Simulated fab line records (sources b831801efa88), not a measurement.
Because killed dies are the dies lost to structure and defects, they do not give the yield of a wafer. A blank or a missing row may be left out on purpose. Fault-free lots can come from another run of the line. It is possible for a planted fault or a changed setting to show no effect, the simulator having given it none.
Problem report, 8D (eight disciplines) form, completed by code	flow gf180mcu	the parts of the form that need people (team, actions taken, sign-off) are left out

## 1. WHAT WENT WRONG
cd_nm at GF_NSD_CD_MEAS_07 reads a mean of 385.8 nm on 9 wafers of 3 lots; wafers without a fault read 400.6 nm with a standard deviation of 2.2. Measured from the usual mean, that is -6.7 standard deviations.
The step: target cd 400 nm.
First seen on wafer L545.1, day 17 02:29, on cd_sem-02. Wafers with a number at this step in the record: 36, from 12 lots. The rule behind "out" and "out of limits": a value lying over 4 standard deviations away from the usual mean. All remaining wafers that have a number are taken as sound.

## 2. WHAT IT IS, WHAT IT ISN'T
question	is	is not
which readings at this step	cd_nm	-
which lots	L545, L546, L548	L535, L537, L542, L550, L552, L553, L556, L557, L558
which wafers of those lots	all that have a number	-
read on which gauges	cd_sem-01, cd_sem-02	-
when	from day 17 02:29	up to then (9 sound wafers); but 18 sound wafers of L550, L552, L553, L556, L557, L558 came after

## 3. WHAT RULES OUT EACH SUSPECT
Counting: a tool at any process step up to the reading remains a suspect when it ran all the lots that are out and ran no sound lot after the first of those.
- the gauge at GF_NSD_CD_MEAS_07: ruled out. The wafers that are out were read on 2 gauges (cd_sem-01, cd_sem-02).
- litho_track-03 at GF_NSD_COAT_02 (resist thk 1000 nm): ruled out as a lasting fault. After its first lot that is out, L545 (day 16 15:03), sound lots L556 ran on it.
Left after counting: nothing in the record.

## 4. THE CAUSE (what the simulator had put in)
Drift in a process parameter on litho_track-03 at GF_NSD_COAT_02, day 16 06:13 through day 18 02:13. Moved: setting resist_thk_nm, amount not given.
Counting ruled it out, wrongly: the rule takes a fault to strike every lot that its tool runs from its start on, and this one did not.

## 5. SEQUENCE OF EFFECTS, ordered by route
Each row: a reading whose mean over the struck wafers that have a number lies more than 3 standard deviations from the usual. Only readings whose record carries a usual standard deviation are examined. hours: median over the lots of the time between each lot's start at the first step of this table that gives one and its start at this step. sigmas: the change, counted in usual standard deviations.
hours	step	reading	usual	on struck wafers	change	sigmas
0	GF_NSD_CD_MEAS_07	cd_nm	400.6 nm	385.8	-14.8	-6.7
3	GF_NSD_STRIP_11	oes_product_au	0.486 a.u.	0.505	+0.019	+4.4
3	GF_NSD_STRIP_11	strip_time_to_endpoint_s	22.95 s	24.67	+1.72	+37
The process steps in it:
- GF_NSD_STRIP_11: strips in O2/N2.
Later measuring or inspecting steps at which every struck wafer that the step has a row for has a number for every such reading, and none has moved that far: GF_M4_OVL_MEAS_15.

## 6. HOW IT WOULD HAVE BEEN CAUGHT EARLIER
20 hours passed between the start of the fault at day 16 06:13 and the first reading out of limits at a measuring or inspecting step in this record, taken at day 17 02:29.
An alarm limit of 4 standard deviations would not have fired on the tool readings at GF_NSD_COAT_02 for which the record gives a usual standard deviation, since none of them was out on any struck wafer.
